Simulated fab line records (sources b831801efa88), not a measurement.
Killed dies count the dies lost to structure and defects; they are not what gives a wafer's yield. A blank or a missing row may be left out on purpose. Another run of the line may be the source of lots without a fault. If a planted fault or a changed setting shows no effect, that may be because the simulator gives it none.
fab line records	flow sky130
record: lots: 6	wafers: 18	last_day: 48
route steps=708 shown METAL5@668 PASSIVATION@681 PAD_OPEN@694
lots that met no fault: from a run of the same line without faults
start_h: hours from the record's first day to the start of the lot's first wafer shown	wait_h: hours since the lot's step before	" the same as in the row above	L1.1+2: several wafers, shown together as one row	- value missing, or start not given	* or withheld: withheld	< > ~ a bound
route shown NAME@n: a module of which the file shows steps, and the number in the route of the first	usual: average and standard deviation across the fault-free wafers	same: alike in all rows	chamber/n: place in a boat	sites: per-site readings	_std_site: standard deviation of those values	_edge_site: mean of outer sites minus mean of inner sites	radius_mm: how far each site lies from the wafer's centre	mask NAME#n: copy n	behind: tool/chamber where the wafer was last shaped	hold: the reason the lot was held/the length of the hold in hours/how it ended	device: the n, p or np transistor that did not switch	end of line: tests run on the same wafers once the route is complete	step lacking rows: just its recipe	killed: count of dies lost to structure and defects at first sort (not the wafer's yield)	map: shows each die of a wafer: x if killed, . if not, _ if none is there
set.NAME: the setting as run; set.NAME@STEP: as run at that earlier step	model.NAME: the simulator's own value behind a step, which no gauge read
lots at some steps of the route; a table a step, a row a wafer
services: the hour from which a tool's chamber was out of use, counted from the record's first day as start_h (under 0 if before that day), plus the number of hours and why
== steps ==
step: SKY_METAL5_DEHYDRATE_07
recipe: temp_c: 200	time_s: 60
step: SKY_METAL5_HMDS_08
recipe: prime_time_s: 60	prime_temp_c: 120
step: SKY_METAL5_COAT_09
recipe: resist: NOVOLAK	spin_rpm: 3000	resist_thk_nm: 1800
step: SKY_METAL5_SOFTBAKE_10
recipe: temp_c: 90	time_s: 60	resist: NOVOLAK
step: SKY_METAL5_EXPOSE_11
recipe: mask_id: MM5	na: 0.6	source_shape: conventional	sigma_outer: 0.6	polarization: unpolarized	target_cd_nm: 1600	dose_mj: 190
step: SKY_METAL5_PEB_12
recipe: temp_c: withheld	time_s: *	resist: NOVOLAK
step: SKY_METAL5_DEVELOP_13
recipe: resist: NOVOLAK	developer: TMAH	develop_time_s: 60	dev_temp_c: 23
step: SKY_METAL5_DESCUM_14
recipe: chemistry: O2	source_power_w: 150	bias_power_w: 0	pressure_mtorr: 10	temp_c: 40	time_s: 11
step: SKY_METAL5_METAL_ETCH_15
recipe: target_depth_a: 12600	stop_on: SiO2	over_etch_frac: 0.2	time_s: 252	chemistry: Cl2/BCl3	resist_sidewall_deg: 86	pressure_mtorr: 10	icp_w: 900	bias_w: 48.5	Cl2_flow_sccm: 60	bcl3_flow_sccm: 30
step: SKY_METAL5_STRIP_16
recipe: chemistry: O2/N2	power_w: 1400	pressure_mtorr: 1500	platen_temp_c: withheld	o2_flow_sccm: 3000	n2_flow_sccm: 300	overash_fraction: 0.5
usual: drypump_motor_current_A: 5.7/0.39	oes_product_au: 0.710/0.0049	strip_time_to_endpoint_s: 13.15/0.2
lot.wafer	tool	chamber	start_h	wait_h	drypump_motor_current_A	oes_product_au	rf_hours_counter_h	strip_time_to_endpoint_s
L268.1	plasma_asher-03	1	1039.23	0.2	5.8	0.718	61	12.98
L268.4	"	1	"	"	5.8	0.720	-	13.04
L268.5	"	1	"	"	5.8	0.710	-	13.56
L271.1	plasma_asher-01	1	1068.19	0.2	5.5	0.712	92	13.34
L271.4	"	0	"	"	5.9	0.709	-	13.35
L271.5	"	1	"	"	5.4	0.704	-	12.61
L272.1	plasma_asher-02	1	1068.59	0.2	6.1	0.707	31	13.20
L272.4	"	1	"	"	6.1	0.714	-	13.24
L272.5	"	0	"	"	5.1	0.715	-	13.18
L277.2	plasma_asher-03	1	1114.27	0.2	5.8	0.715	68	13.18
L277.4	"	0	"	"	6.0	0.710	-	13.24
L277.5	"	0	"	"	6.1	0.715	-	13.33
L279.1	plasma_asher-02	1	1118.29	0.2	6.2	0.706	36	13.17
L279.2	"	0	"	"	5.1	0.698	36	13.29
L279.5	"	0	"	"	5.1	0.709	-	13.12
L280.2	plasma_asher-03	0	1119.77	0.2	6.1	0.711	68	13.42
L280.4	"	1	"	"	5.9	0.707	-	13.28
L280.5	"	0	"	"	6.1	0.717	-	13.36
step: SKY_METAL5_STRIP_17
recipe: chemistry: post_etch_residue_remover	time_s: 1200	temp_c: 72.5
step: SKY_METAL5_CLEAN_18
recipe: chemistry: IPA	time_s: 180	temp_c: 25
step: SKY_METAL5_CLEAN_19
recipe: chemistry: O3/DIW	dry: n2_spin
lot.wafer	tool	chamber	start_h	wait_h
L268.1+4+5	wet_bench-03	1	1039.73	0.0
L271.1+4+5	wet_bench-04	0	1068.69	0.0
L272.1+4+5	wet_bench-01	2	1069.09	0.0
L277.2+4+5	wet_bench-03	2	1114.80	0.0
L279.1+2+5	wet_bench-03	3	1118.79	0.0
L280.2+4+5	wet_bench-04	0	1120.27	0.0
step: SKY_PASSIVATION_CVD_00
recipe: material: SiO2	target_thk_nm: 90	temp_c: 400	time_s: withheld	rf_w: 600
usual: heater_power_w: 675/99	rf_fwd_power_W: 589.3/2.8
lot.wafer	tool	chamber	start_h	wait_h	heater_power_w	rf_fwd_power_W
L268.1	pecvd-01	2	1039.82	0.0	685	587.0
L268.4	"	1	"	"	561	590.2
L268.5	"	2	"	"	695	589.4
L271.1	pecvd-02	0	1068.78	0.0	723	591.7
L271.4	"	0	"	"	721	590.6
L271.5	"	2	"	"	676	592.5
L272.1	pecvd-02	2	1069.18	0.0	739	591.2
L272.4	"	2	"	"	727	591.6
L272.5	"	1	"	"	682	586.7
L277.2	pecvd-04	1	1114.89	0.0	680	584.3
L277.4	"	2	"	"	633	591.3
L277.5	"	0	"	"	832	590.6
L279.1	pecvd-02	2	1118.88	0.0	715	589.6
L279.2	"	1	"	"	726	583.3
L279.5	"	2	"	"	712	590.6
L280.2	pecvd-02	0	1120.36	0.0	852	590.5
L280.4	"	0	"	"	851	593.5
L280.5	"	2	"	"	633	592.8
step: SKY_PASSIVATION_THK_MEAS_01
recipe: reads: SiO2_of_PASSIVATION_CVD_00
usual: PASSIVATION_CVD_00_THK: 89.9/1.3
lot.wafer	tool	chamber	start_h	wait_h	PASSIVATION_CVD_00_THK[nm]
L268.1	film_metro-04	-	1039.85	-	90.3
L268.4	"	-	"	"	89.9
L268.5	"	-	"	"	90.9
L271.1	film_metro-03	-	1068.81	-	90.4
L271.4	"	-	"	"	91.0
L271.5	"	-	"	"	91.1
L272.1	film_metro-02	-	1069.24	-	90.6
L272.4	"	-	"	"	92.1
L272.5	"	-	"	"	92.1
L277.2	film_metro-02	-	1114.93	-	87.8
L277.4	"	-	"	"	89.9
L277.5	"	-	"	"	89.7
L279.1	film_metro-02	-	1118.90	-	90.8
L279.2	"	-	"	"	89.5
L279.5	"	-	"	"	91.5
L280.2	film_metro-02	-	1120.39	-	89.0
L280.4	"	-	"	"	91.5
L280.5	"	-	"	"	91.5
step: SKY_PASSIVATION_CVD_02
recipe: material: Si3N4	target_thk_nm: 540	temp_c: 400	time_s: withheld	rf_w: 450
step: SKY_PASSIVATION_THK_MEAS_03
recipe: reads: Si3N4_of_PASSIVATION_CVD_02
usual: PASSIVATION_CVD_02_THK: 543/7.9
lot.wafer	tool	chamber	start_h	wait_h	PASSIVATION_CVD_02_THK[nm]
L268.1	film_metro-02	-	1040.13	-	540
L268.4	"	-	"	"	555
L268.5	"	-	"	"	555
L271.1	film_metro-02	-	1069.09	-	539
L271.4	"	-	"	"	555
L271.5	"	-	"	"	553
L272.1	film_metro-02	-	1069.53	-	553
L272.4	"	-	"	"	553
L272.5	"	-	"	"	554
L277.2	film_metro-04	-	1115.21	-	538
L277.4	"	-	"	"	543
L277.5	"	-	"	"	550
L279.1	film_metro-04	-	1119.19	-	545
L279.2	"	-	"	"	542
L279.5	"	-	"	"	547
L280.2	film_metro-04	-	1120.68	-	541
L280.4	"	-	"	"	550
L280.5	"	-	"	"	551
step: SKY_PASSIVATION_DEHYDRATE_04
recipe: temp_c: 200	time_s: 60
step: SKY_PASSIVATION_HMDS_05
recipe: prime_time_s: 60	prime_temp_c: 120
step: SKY_PASSIVATION_COAT_06
recipe: spin_rpm: 2000	resist_thk_nm: 3000
step: SKY_PASSIVATION_SOFTBAKE_07
recipe: temp_c: 110	time_s: withheld
step: SKY_PASSIVATION_EXPOSE_08
recipe: mask_id: NSM	target_cd_nm: 3000	na: 0.57	dose_mj: 260
step: SKY_PASSIVATION_PEB_09
recipe: temp_c: 115	time_s: withheld
step: SKY_PASSIVATION_DEVELOP_10
recipe: develop_time_s: 60	dev_temp_c: 23
step: SKY_PASSIVATION_ETCH_11
recipe: chemistry: CF4/O2	target_depth_nm: 725	stop_on: AlCu	source_w: 800	bias_w: 150	pressure_mtorr: 150	cf4_flow_sccm: 80	O2_flow_sccm: 10	time_s: 161.1
usual: drypump_motor_current_A: 5.6/0.42	oes_product_au: 0.978/0.0079	rf_fwd_power_W: 796.6/2.6	throttle_valve_pct: 5.965/0.0093
lot.wafer	tool	chamber	start_h	wait_h	drypump_motor_current_A	oes_product_au	rf_fwd_power_W	rf_hours_counter_h	throttle_valve_pct
L268.1	rie_diel-04	2	1062.24	-	5.6	0.979	798.0	19	5.968
L268.4	"	3	"	"	5.6	0.978	796.9	14	5.964
L268.5	"	1	"	"	6.1	0.997	796.8	-	5.976
L271.1	rie_diel-04	3	1089.69	-	5.5	0.979	796.5	15	5.966
L271.4	"	1	"	"	6.1	0.988	800.0	18	5.963
L271.5	"	2	"	"	5.6	0.993	793.6	-	5.954
L272.1	rie_diel-04	1	1090.72	-	6.1	0.986	799.1	18	5.970
L272.4	"	0	"	"	5.3	0.966	794.7	19	5.954
L272.5	"	2	"	"	5.6	0.991	792.6	-	5.971
L277.2	rie_diel-02	3	1134.95	-	5.3	0.970	796.1	9	5.958
L277.4	"	2	"	"	5.1	0.978	796.4	15	5.964
L277.5	"	1	"	"	6.1	0.981	792.6	-	5.964
L279.1	rie_diel-04	1	1138.44	-	6.1	0.982	801.4	20	5.978
L279.2	"	3	"	"	5.5	0.977	801.1	17	5.973
L279.5	"	2	"	"	5.6	0.984	795.5	-	5.955
L280.2	rie_diel-02	0	1140.57	-	5.1	0.980	801.0	13	5.973
L280.4	"	3	"	"	5.3	0.985	797.0	9	5.959
L280.5	"	1	"	"	6.1	0.995	793.9	-	5.966
step: SKY_PASSIVATION_STRIP_12
recipe: chemistry: O2/N2	power_w: 1400	pressure_mtorr: 1500	platen_temp_c: withheld	overash_fraction: 0.7	o2_flow_sccm: 3000	n2_flow_sccm: 300
usual: drypump_motor_current_A: 5.6/0.52	oes_product_au: 0.661/0.0045	strip_time_to_endpoint_s: 31.55/0.17
lot.wafer	tool	chamber	start_h	wait_h	drypump_motor_current_A	oes_product_au	rf_hours_counter_h	strip_time_to_endpoint_s
L268.1	plasma_asher-02	0	1062.35	0.1	5.1	0.661	31	31.40
L268.4	"	1	"	"	6.1	0.656	-	31.56
L268.5	"	1	"	"	6.1	0.659	-	31.34
L271.1	plasma_asher-04	0	1089.80	0.1	6.1	0.657	2	31.85
L271.4	"	0	"	"	6.1	0.657	-	31.45
L271.5	"	0	"	"	6.1	0.663	-	31.73
L272.1	plasma_asher-02	1	1090.83	0.1	6.2	0.659	33	31.21
L272.4	"	0	"	"	5.1	0.662	-	31.83
L272.5	"	0	"	"	5.1	0.658	-	31.35
L277.2	plasma_asher-02	0	1135.06	0.1	5.1	0.667	38	31.81
L277.4	"	1	"	"	6.2	0.667	-	31.37
L277.5	"	0	"	"	5.1	0.661	-	31.61
L279.1	plasma_asher-02	0	1138.55	0.1	5.1	0.664	38	31.47
L279.2	"	1	"	"	6.1	0.662	38	31.84
L279.5	"	1	"	"	6.2	0.659	-	31.64
L280.2	plasma_asher-04	0	1140.68	0.1	6.1	0.664	8	31.67
L280.4	"	1	"	"	4.9	0.668	-	31.65
L280.5	"	0	"	"	6.1	0.663	-	31.48
step: SKY_PAD_OPEN_DEHYDRATE_00
recipe: temp_c: 200	time_s: 60
step: SKY_PAD_OPEN_HMDS_01
recipe: prime_time_s: 60	prime_temp_c: 120
step: SKY_PAD_OPEN_COAT_02
recipe: spin_rpm: 2000	resist_thk_nm: 3000
step: SKY_PAD_OPEN_SOFTBAKE_03
recipe: temp_c: 110	time_s: withheld
step: SKY_PAD_OPEN_EXPOSE_04
recipe: mask_id: PDM	target_cd_nm: 60000	na: 0.57	dose_mj: 260
step: SKY_PAD_OPEN_PEB_05
recipe: temp_c: 115	time_s: withheld
step: SKY_PAD_OPEN_DEVELOP_06
recipe: develop_time_s: 60	dev_temp_c: 23
step: SKY_PAD_OPEN_ETCH_07
recipe: chemistry: CF4/O2	target_depth_nm: 725	stop_on: AlCu	source_w: 800	bias_w: 150	pressure_mtorr: 150	cf4_flow_sccm: 80	O2_flow_sccm: 10	time_s: 161.1
usual: drypump_motor_current_A: 5.8/0.45	oes_product_au: 0.977/0.0081	rf_fwd_power_W: 796.5/2.7	throttle_valve_pct: 5.965/0.0098
lot.wafer	tool	chamber	start_h	wait_h	drypump_motor_current_A	oes_product_au	rf_fwd_power_W	rf_hours_counter_h	throttle_valve_pct
L268.1	rie_diel-04	3	1083.87	-	5.6	0.983	797.1	15	5.969
L268.4	"	2	"	"	5.6	0.988	798.8	20	5.976
L268.5	"	2	"	"	5.6	0.986	796.7	-	5.986
L271.1	rie_diel-04	2	1109.82	-	5.6	0.978	798.6	21	5.969
L271.4	"	3	"	"	5.6	0.991	792.7	16	5.982
L271.5	"	2	"	"	5.6	0.986	797.9	-	5.984
L272.1	rie_diel-03	0	1110.77	-	5.7	0.974	801.6	9	5.960
L272.4	"	2	"	"	6.2	0.978	796.6	21	5.969
L272.5	"	1	"	"	6.6	0.984	796.0	-	5.961
L277.2	rie_diel-01	2	1154.27	-	5.8	0.980	793.4	23	5.959
L277.4	"	0	"	"	6.1	0.979	791.7	20	5.985
L277.5	"	1	"	"	6.2	0.979	796.1	-	5.965
L279.1	rie_diel-03	1	1157.34	-	6.6	0.980	798.6	28	5.982
L279.2	"	2	"	"	6.2	0.977	800.1	23	5.958
L279.5	"	2	"	"	6.1	0.984	798.7	-	5.946
L280.2	rie_diel-04	1	1160.32	-	6.1	0.974	798.8	21	5.977
L280.4	"	0	"	"	5.3	0.963	793.3	21	5.974
L280.5	"	1	"	"	6.1	0.988	798.7	-	5.960
step: SKY_PAD_OPEN_STRIP_08
recipe: chemistry: O2/N2	power_w: 1400	pressure_mtorr: 1500	platen_temp_c: withheld	overash_fraction: 0.7	o2_flow_sccm: 3000	n2_flow_sccm: 300
step: SKY_PAD_OPEN_STRIP_09
recipe: chemistry: post_etch_residue_remover	time_s: 1200	temp_c: 72.5
step: SKY_PAD_OPEN_CLEAN_10
recipe: chemistry: IPA	time_s: 180	temp_c: 25
step: SKY_PAD_OPEN_CLEAN_11
recipe: chemistry: O3/DIW	dry: n2_spin
step: SKY_PAD_OPEN_ANNEAL_12
recipe: temp_c: 400	time_s: withheld	ambient: N2/H2	idle_temp_c: 300	ramp_up_c_per_min: 8	ramp_down_c_per_min: 4
step: SKY_PAD_OPEN_BOW_MEAS_13
recipe: mode: bow
usual: PAD_OPEN_BOW: 47/8.7
lot.wafer	tool	chamber	start_h	wait_h	PAD_OPEN_BOW[um]
L268.1	film_metro-01	-	1086.11	-	48
L268.4	"	-	"	"	33
L268.5	"	-	"	"	30
L271.1	film_metro-01	-	1112.02	-	43
L271.4	"	-	"	"	37
L271.5	"	-	"	"	48
L272.1	film_metro-04	-	1112.97	-	49
L272.4	"	-	"	"	50
L272.5	"	-	"	"	42
L277.2	film_metro-01	-	1156.58	-	42
L277.4	"	-	"	"	37
L277.5	"	-	"	"	44
L279.1	film_metro-03	-	1159.97	-	30
L279.2	"	-	"	"	32
L279.5	"	-	"	"	33
L280.2	film_metro-03	-	1162.56	-	52
L280.4	"	-	"	"	42
L280.5	"	-	"	"	61
step: SKY_PAD_OPEN_PROBE_99
usual: defect_limited_yield: 82.0/1.9	killed_at_M0_to_M3: 46/6.7	killed_at_M4_up: 3.3/2	killed_at_contacts: 24/5.4	killed_at_front_end: 15/4.3	killed_at_other: 0.4/0.64	killed_dies: 89/9.1	killed_open: 48/7.2	killed_short: 40/6.3	sort_bin_3_pad_short: 0.9/0.42	sort_bin_5_function: 10.8/1.5	sort_bin_6_memory: 6.4/1.1	sort_n_pass: 403/9.1	sort_yield_pct: 82.0/1.9
same: gross_dies: 492	killed_at_back_side: 0	sort_bin_4_leakage[%]: 0	sort_bin_8_speed[%]: 0
lot.wafer	tool	chamber	start_h	wait_h	defect_limited_yield[%]	killed_at_M0_to_M3	killed_at_M4_up	killed_at_contacts	killed_at_front_end	killed_at_other	killed_dies	killed_open	killed_short	sort_bin_3_pad_short[%]	sort_bin_5_function[%]	sort_bin_6_memory[%]	sort_n_pass	sort_yield_pct[%]	model.etest.tester.sort_n_pass	model.etest.tester.sort_yield_pct	model.etest.tester.sort_bin_5_pct	model.etest.tester.sort_bin_3_pct
L268.1	prober-01	-	1086.23	0.1	81.9	44	8	23	14	0	89	40	49	1.4	10.2	6.5	403	81.9	403	81.91	10.16	1.423
L268.4	prober-01	-	1086.38	0.2	81.5	51	4	20	15	1	91	52	39	0.2	10.8	7.5	401	81.5	401	81.5	10.77	0.2033
L268.5	prober-01	-	1086.43	0.2	80.9	44	3	34	13	0	94	59	35	0.4	13.4	5.3	398	80.9	398	80.89	13.41	0.4065
L271.1	prober-02	-	1112.14	0.1	80.9	46	6	27	15	0	94	48	46	0.6	11.6	6.9	398	80.9	398	80.89	11.59	0.6098
L271.4	prober-02	-	1112.29	0.2	80.5	50	4	25	17	0	96	52	44	1.6	9.8	8.1	396	80.5	396	80.49	9.756	1.626
L271.5	prober-02	-	1112.34	0.2	79.3	46	4	23	28	1	102	46	53	1.0	11.8	7.9	390	79.3	390	79.27	11.79	1.016
L272.1	prober-02	-	1113.09	0.1	79.1	59	3	28	12	1	103	60	43	0.8	13.8	6.3	389	79.1	389	79.06	13.82	0.813
L272.4	prober-02	-	1113.24	0.2	80.9	39	3	33	19	0	94	56	38	0.4	13.0	5.7	398	80.9	398	80.89	13.01	0.4065
L272.5	prober-02	-	1113.29	0.2	82.7	46	5	26	7	1	85	45	40	1.2	9.6	6.5	407	82.7	407	82.72	9.553	1.22
L277.2	prober-01	-	1156.73	0.1	77.2	39	38	27	8	0	112	44	34	2.2	14.2	6.3	380	77.2	380	77.24	14.23	2.236
L277.4	prober-01	-	1156.83	0.2	72.4	50	38	36	12	0	136	59	42	2.4	16.7	8.5	356	72.4	356	72.36	16.67	2.439
L277.5	prober-01	-	1156.88	0.2	74.8	45	40	24	14	1	124	51	34	2.2	17.9	5.1	368	74.8	368	74.8	17.89	2.236
L279.1	prober-01	-	1160.09	0.1	76.6	40	37	21	17	0	115	35	45	2.2	14.6	6.5	377	76.6	377	76.63	14.63	2.236
L279.2	prober-01	-	1160.14	0.1	74.4	43	43	20	20	0	126	41	49	1.6	17.7	6.3	366	74.4	366	74.39	17.68	1.626
L279.5	prober-01	-	1160.29	0.2	78.3	43	35	19	10	0	107	41	34	2.8	12.0	6.9	385	78.3	385	78.25	11.99	2.846
L280.2	prober-02	-	1162.71	0.1	79.5	56	2	32	11	0	101	54	47	1.6	9.8	9.1	391	79.5	391	79.47	9.756	1.626
L280.4	prober-02	-	1162.81	0.2	79.9	56	4	30	9	0	99	55	44	1.6	12.6	5.9	393	79.9	393	79.88	12.6	1.626
L280.5	prober-02	-	1162.86	0.2	81.1	48	4	32	9	0	93	49	44	0.8	10.4	7.7	399	81.1	399	81.1	10.37	0.813
killed by level:class
L268.1 CONTACT:geometric_particle:open=9 METAL1:geometric_particle:short=9 VIA3:geometric_particle:open=8 VIA1:geometric_particle:open=7 METAL4:geometric_particle:short=7 LI_CONTACT:geometric_particle:open=6 POLY_GATE:geometric_particle:short=5 VIA2:geometric_particle:open=5
L268.4 VIA1:geometric_particle:open=11 LI_CONTACT:geometric_particle:open=9 VIA2:geometric_particle:open=9 METAL2:geometric_particle:short=8 CONTACT:geometric_particle:open=6 VIA3:geometric_particle:open=6 FIELD_ISO:geometric_particle:open=5 VIA2:geometric_particle:short=5
L268.5 CONTACT:geometric_particle:open=17 VIA1:geometric_particle:open=9 LI_CONTACT:geometric_particle:open=7 VIA2:geometric_particle:open=7 VIA3:geometric_particle:open=7 VIA2:geometric_particle:short=5 CONTACT:geometric_particle:short=5 POLY_GATE:geometric_particle:short=4
L271.1 CONTACT:geometric_particle:open=14 VIA1:geometric_particle:open=9 METAL1:geometric_particle:short=7 METAL2:geometric_particle:short=7 VIA3:geometric_particle:short=6 VIA2:geometric_particle:open=6 FIELD_ISO:geometric_particle:open=5 CONTACT:geometric_particle:short=5
L271.4 CONTACT:geometric_particle:open=12 VIA1:geometric_particle:open=10 VIA2:geometric_particle:open=9 METAL2:geometric_particle:short=8 FIELD_ISO:geometric_particle:short=5 CONTACT:geometric_particle:short=5 METAL1:geometric_particle:short=5 VIA3:geometric_particle:open=5
L271.5 METAL1:geometric_particle:short=11 FIELD_ISO:geometric_particle:open=8 CONTACT:geometric_particle:open=8 FIELD_ISO:geometric_particle:short=6 CONTACT:geometric_particle:short=6 VIA1:geometric_particle:open=6 VIA2:geometric_particle:open=6 VIA3:geometric_particle:short=5
L272.1 VIA1:geometric_particle:open=17 VIA3:geometric_particle:open=11 LI_CONTACT:geometric_particle:open=10 CONTACT:geometric_particle:open=7 VIA1:geometric_particle:short=7 LOCAL_INTERCONNECT:geometric_particle:short=6 METAL2:geometric_particle:short=5 METAL1:geometric_particle:short=4
L272.4 LI_CONTACT:geometric_particle:open=11 VIA1:geometric_particle:open=10 CONTACT:geometric_particle:open=9 VIA3:geometric_particle:open=8 FIELD_ISO:geometric_particle:open=7 FIELD_ISO:geometric_particle:short=5 LOCAL_INTERCONNECT:geometric_particle:short=5 VIA1:geometric_particle:short=5
L272.5 CONTACT:geometric_particle:open=11 VIA1:geometric_particle:open=10 VIA3:geometric_particle:open=9 VIA1:geometric_particle:short=7 LI_CONTACT:geometric_particle:open=6 METAL1:geometric_particle:short=5 METAL2:geometric_particle:short=5 LOCAL_INTERCONNECT:geometric_particle:short=4
L277.2 METAL5:unspecified=34 LI_CONTACT:geometric_particle:open=10 VIA3:geometric_particle:open=10 VIA1:geometric_particle:open=10 CONTACT:geometric_particle:short=8 METAL1:geometric_particle:short=5 LI_CONTACT:geometric_particle:short=4 CONTACT:geometric_particle:open=3
L277.4 METAL5:unspecified=35 CONTACT:geometric_particle:open=14 LI_CONTACT:geometric_particle:open=12 VIA1:geometric_particle:open=9 METAL1:geometric_particle:short=7 VIA2:geometric_particle:open=7 METAL2:geometric_particle:short=7 VIA3:geometric_particle:short=5
L277.5 METAL5:unspecified=39 VIA3:geometric_particle:open=12 CONTACT:geometric_particle:open=8 LI_CONTACT:geometric_particle:open=6 VIA1:geometric_particle:open=6 VIA1:geometric_particle:short=5 POLY_GATE:geometric_particle:short=4 VIA2:geometric_particle:short=4
L279.1 METAL5:unspecified=35 VIA1:geometric_particle:open=10 METAL2:geometric_particle:short=9 POLY_GATE:geometric_particle:short=8 CONTACT:geometric_particle:open=7 VIA1:geometric_particle:short=7 LI_CONTACT:geometric_particle:open=6 FIELD_ISO:geometric_particle:short=4
L279.2 METAL5:unspecified=35 METAL1:geometric_particle:short=8 VIA1:geometric_particle:open=8 VIA3:geometric_particle:open=7 CONTACT:geometric_particle:open=6 VIA1:geometric_particle:short=5 POLY_GATE:geometric_particle:open=4 POLY_CUT:geometric_particle:short=4
L279.5 METAL5:unspecified=32 VIA3:geometric_particle:open=11 METAL2:geometric_particle:short=8 CONTACT:geometric_particle:open=7 VIA2:geometric_particle:open=7 LOCAL_INTERCONNECT:geometric_particle:short=6 LI_CONTACT:geometric_particle:open=4 VIA1:geometric_particle:short=4
L280.2 CONTACT:geometric_particle:open=12 VIA2:geometric_particle:open=9 VIA1:geometric_particle:open=9 LI_CONTACT:geometric_particle:open=7 CONTACT:geometric_particle:short=7 VIA3:geometric_particle:open=7 METAL1:geometric_particle:short=6 METAL2:geometric_particle:short=5
L280.4 VIA1:geometric_particle:open=15 CONTACT:geometric_particle:open=10 LI_CONTACT:geometric_particle:open=9 VIA3:geometric_particle:open=8 METAL2:geometric_particle:short=7 FIELD_ISO:geometric_particle:open=5 VIA2:geometric_particle:open=5 METAL1:geometric_particle:short=5
L280.5 CONTACT:geometric_particle:open=15 VIA3:geometric_particle:open=9 VIA1:geometric_particle:short=9 VIA1:geometric_particle:open=9 FIELD_ISO:geometric_particle:short=6 CONTACT:geometric_particle:short=6 LI_CONTACT:geometric_particle:open=6 METAL2:geometric_particle:short=6
map L277.4 (x killed, . not)
__________.....x.x.x_________
________x......x......_______
______.x..........x....._____
_____x..........xx....x..____
____.....x.x..x...x......x___
___xx...xxxx......x.x.....x__
__.....................xxxx._
_.....x............x.xxxxxxxx
_.x......x.x.x........x.xxxxx
_x....xx.....xx..x..x.x.xxxxx
_........x.x.......xx..xxxxxx
_.......xxxx.x..xx...x.x.xxxx
_....x................x.xxxxx
_.......x..xx........x.x.x.x.
_.xxx..x.....xx..x...x..x....
__.....x...x...xxxx....x...._
___.xxx.......x....x...x.x.__
____.....x......x........x___
_____.........x..........____
______x.....x.x..x......_____
________.xx..x.x..x..._______
__________.x........_________
map L279.2 (x killed, . not)
__________.......x.x_________
________.........x...._______
______.......x........x._____
_____..x.................____
____.....xx........xx.x...___
___.x..x.......x...x.x...x.__
__...x......................_
_.xx.........x.x.......x.x...
_.............x..........x.x.
_..x..x....x...x....x..x...xx
_.x.......xx...........x.x.xx
_..x..xxx.........x..x.xxxxxx
_..........x..........x.xxxxx
_....x..x...........xxxxxxxxx
_x.xx....xxx.xxx.xx.x..xxxxxx
__x.x...x...............xxxx_
___.x.....x...xx.x..xx..x.x__
____xx.....x......x.......___
_____x..xxx.........x....____
______x.x....x...xxx..x._____
________..x..........x_______
__________.....xx..._________
== services ==
tool	chamber	start_h	hours	kind
plasma_asher-04	-	1029.24	0.6	repair
rie_diel-03	2	1031.12	2.1	repair
plasma_asher-04	-	1046.59	2.1	repair
rie_diel-01	-	1049.59	15.6	pm
plasma_asher-04	-	1055.25	9.0	pm
plasma_asher-04	0	1055.25	9.0	vent_cycle
plasma_asher-04	1	1055.25	9.0	vent_cycle
pecvd-01	-	1061.92	19.7	repair
plasma_asher-04	0	1064.25	-	clean
plasma_asher-04	1	1064.25	-	clean
pecvd-04	2	1071.45	21.6	repair
wet_bench-03	-	1076.47	5.4	repair
plasma_asher-01	-	1077.46	1.1	repair
pecvd-04	-	1078.19	1.0	repair
plasma_asher-03	-	1087.81	0.7	repair
pecvd-04	-	1090.93	2.8	pm
wet_bench-03	-	1101.11	1.0	repair
pecvd-02	-	1105.13	6.0	pm
rie_diel-01	3	1113.91	2.4	repair
wet_bench-04	-	1118.33	1.2	repair
rie_diel-03	-	1119.59	2.1	repair
rie_diel-01	3	1120.89	7.2	repair
plasma_asher-03	-	1126.52	24.6	repair
rie_diel-01	0	1157.46	5.1	repair
== key ==
first_sign: step: SKY_PAD_OPEN_PROBE_99	reading: killed_at_M4_up	direction: up	sigmas: 18	usual: 3.3	struck: 38.5
effect: step: SKY_PAD_OPEN_PROBE_99	reading: sort_n_pass	direction: down	sigmas: 3.4	usual: 403	struck: 372
model_effect: step: SKY_PAD_OPEN_PROBE_99	value: etest.tester.sort_n_pass	without: 402.5	struck: 372
met_at SKY_METAL5_CLEAN_19
struck_wafers L277.2,L277.4,L277.5,L279.1,L279.2,L279.5
onset_between 1039.73 1114.80
also_fits SKY_PASSIVATION_STRIP_12:plasma_asher-02
fault: kind: chamber_particle_source	tool: wet_bench-03	chamber: -	onset_h: 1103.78	steps: SKY_METAL5_CLEAN_19	rate_per_visit_cm2: 0.57835	end_h: 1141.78
